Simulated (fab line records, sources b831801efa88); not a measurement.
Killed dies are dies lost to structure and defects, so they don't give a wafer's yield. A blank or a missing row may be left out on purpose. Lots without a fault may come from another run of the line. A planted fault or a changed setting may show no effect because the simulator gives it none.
Tool commonality check | flow gf180mcu | 13 lots, 39 wafers sampled

WHY IT WAS OPENED
At GF_NSD_TW_MEAS_12 the reading NSD_TW is flagged on 1 of 13 lots. Wafers without a fault read 4239, standard deviation 28.
Rule: a lot is flagged when every wafer of it that has a number lies more than 4 standard deviations from that mean, or none has a number. The other lots count as sound.

lot  | measured     | on            | NSD_TW, wafer by wafer | flag
L466 | day 13 10:02 | film_metro-03 | 4255 4272 4275         |
L467 | day 13 15:26 | film_metro-02 | 4211 4217 4190         |
L469 | day 14 14:19 | film_metro-03 | 4247 4243 4242         |
L472 | day 15 07:09 | film_metro-03 | 4317 4268 4288         |
L474 | day 16 03:34 | film_metro-03 | 30 30 30               | FLAGGED
L475 | day 16 22:44 | film_metro-02 | 4230 4226 4231         |
L482 | day 18 22:02 | film_metro-01 | 4245 4235 4227         |
L483 | day 19 08:50 | film_metro-03 | 4251 4258 4243         |
L484 | day 19 14:08 | film_metro-03 | 4246 4267 4248         |
L485 | day 19 21:10 | film_metro-03 | 4253 4253 4268         |
L486 | day 20 03:29 | film_metro-02 | 4227 4200 4185         |
L487 | day 20 08:58 | film_metro-02 | 4224 4226 4219         |
L489 | day 21 04:58 | film_metro-01 | 4214 4240 4240         |
The numbers of the flagged lots are 30 on average: -4209 against the usual, or -99 or more standard deviations.

WHICH TOOL RAN EACH LOT
The record holds 3 process steps before the reading, out of a route of 602 steps. In each cell: the tool, then ch and the chambers that the sampled wafers went through, then the start.
lot  | flag    | GF_POLY_GATE_ETCH_13             | GF_POLY_GATE_STRIP_14                | GF_NSD_EXPOSE_04
L466 |         | rie_si-02 ch 0,2,3, day 9 07:49  | plasma_asher-04 ch 0,1, day 9 07:52  | iline_stepper-01 ch 0, day 13 00:12
L467 |         | rie_si-02 ch 2,3, day 9 12:22    | plasma_asher-02 ch 0,1, day 9 12:25  | iline_stepper-01 ch 0, day 13 05:23
L469 |         | rie_si-02 ch 1,3, day 10 07:01   | plasma_asher-04 ch 0,1, day 10 07:04 | iline_stepper-01 ch 0, day 14 03:38
L472 |         | rie_si-02 ch 0,1,2, day 10 23:19 | plasma_asher-02 ch 0,1, day 10 23:24 | iline_stepper-02 ch 0, day 14 20:42
L474 | FLAGGED | rie_si-01 ch 0,1,3, day 11 14:52 | plasma_asher-01 ch 1, day 11 14:55   | iline_stepper-02 ch 0, day 15 16:02
L475 |         | rie_si-02 ch 0,1,3, day 12 05:37 | plasma_asher-02 ch 0,1, day 12 05:40 | iline_stepper-01 ch 0, day 16 10:53
L482 |         | rie_si-02 ch 0,1,3, day 13 23:11 | plasma_asher-01 ch 0,1, day 13 23:14 | iline_stepper-01 ch 0, day 18 09:50
L483 |         | rie_si-01 ch 0,2,3, day 14 09:25 | plasma_asher-04 ch 0,1, day 14 09:30 | iline_stepper-01 ch 0, day 18 20:30
L484 |         | rie_si-01 ch 0,2, day 14 14:50   | plasma_asher-01 ch 0,1, day 14 14:55 | iline_stepper-02 ch 0, day 19 02:11
L485 |         | rie_si-01 ch 1,2, day 14 19:55   | plasma_asher-01 ch 0, day 14 19:58   | iline_stepper-02 ch 0, day 19 08:28
L486 |         | rie_si-01 ch 0,1, day 15 02:26   | plasma_asher-02 ch 0,1, day 15 02:31 | iline_stepper-01 ch 0, day 19 14:59
L487 |         | rie_si-01 ch 2,3, day 15 06:22   | plasma_asher-01 ch 0,1, day 15 06:27 | iline_stepper-02 ch 0, day 19 20:41
L489 |         | rie_si-01 ch 0,2,3, day 16 01:40 | plasma_asher-04 ch 0,1, day 16 01:43 | iline_stepper-01 ch 0, day 20 16:20
What these steps do:
- GF_POLY_GATE_ETCH_13: etches poly-Si in HBr/Cl2, stops on SiO2, target depth 198.5 nm, time 69.6 s.
- GF_POLY_GATE_STRIP_14: strips in O2/N2.
- GF_NSD_EXPOSE_04: exposes mask Nplus, target cd 400 nm.
- GF_NSD_TW_MEAS_12

FLAGGED OVER TOTAL, TOOL BY TOOL (the gauges that took the reading come last)
step                  | tool             | lots run | flagged | share of the flagged lots | sound lots run after its first flagged lot
GF_POLY_GATE_ETCH_13  | rie_si-01        | 7        | 1       | all                       | 6 (L483,L484,L485,L486,L487,L489)
GF_POLY_GATE_ETCH_13  | rie_si-02        | 6        | 0       | none                      | -
GF_POLY_GATE_STRIP_14 | plasma_asher-01  | 5        | 1       | all                       | 4 (L482,L484,L485,L487)
GF_POLY_GATE_STRIP_14 | plasma_asher-02  | 4        | 0       | none                      | -
GF_POLY_GATE_STRIP_14 | plasma_asher-04  | 4        | 0       | none                      | -
GF_NSD_EXPOSE_04      | iline_stepper-01 | 8        | 0       | none                      | -
GF_NSD_EXPOSE_04      | iline_stepper-02 | 5        | 1       | all                       | 3 (L484,L485,L487)
GF_NSD_TW_MEAS_12     | film_metro-01    | 2        | 0       | none                      | -
GF_NSD_TW_MEAS_12     | film_metro-02    | 4        | 0       | none                      | -
GF_NSD_TW_MEAS_12     | film_metro-03    | 7        | 1       | all                       | 3 (L483,L484,L485)

WHAT THE TABLE ALLOWS
4 rows of the table ran every flagged lot: rie_si-01 at GF_POLY_GATE_ETCH_13, plasma_asher-01 at GF_POLY_GATE_STRIP_14, iline_stepper-02 at GF_NSD_EXPOSE_04, film_metro-03 at GF_NSD_TW_MEAS_12.
- rie_si-01 at GF_POLY_GATE_ETCH_13: 1 of its 7 lots flagged. Sound lots ran on it after the first flagged one (L483, L484, L485, L486, L487, L489), which a lasting fault on the whole tool wouldn't allow.
- plasma_asher-01 at GF_POLY_GATE_STRIP_14: 1 of its 5 lots flagged. Sound lots ran on it after the first flagged one (L482, L484, L485, L487), which a lasting fault on the whole tool wouldn't allow.
- iline_stepper-02 at GF_NSD_EXPOSE_04: 1 of its 5 lots flagged. Sound lots ran on it after the first flagged one (L484, L485, L487), which a lasting fault on the whole tool wouldn't allow.
- film_metro-03 at GF_NSD_TW_MEAS_12: 1 of its 7 lots flagged. Sound lots ran on it after the first flagged one (L483, L484, L485), which a lasting fault on the whole tool wouldn't allow.
No row of the table ran every flagged lot and no sound lot after the first.

WHAT THE SIMULATOR HAD PUT IN
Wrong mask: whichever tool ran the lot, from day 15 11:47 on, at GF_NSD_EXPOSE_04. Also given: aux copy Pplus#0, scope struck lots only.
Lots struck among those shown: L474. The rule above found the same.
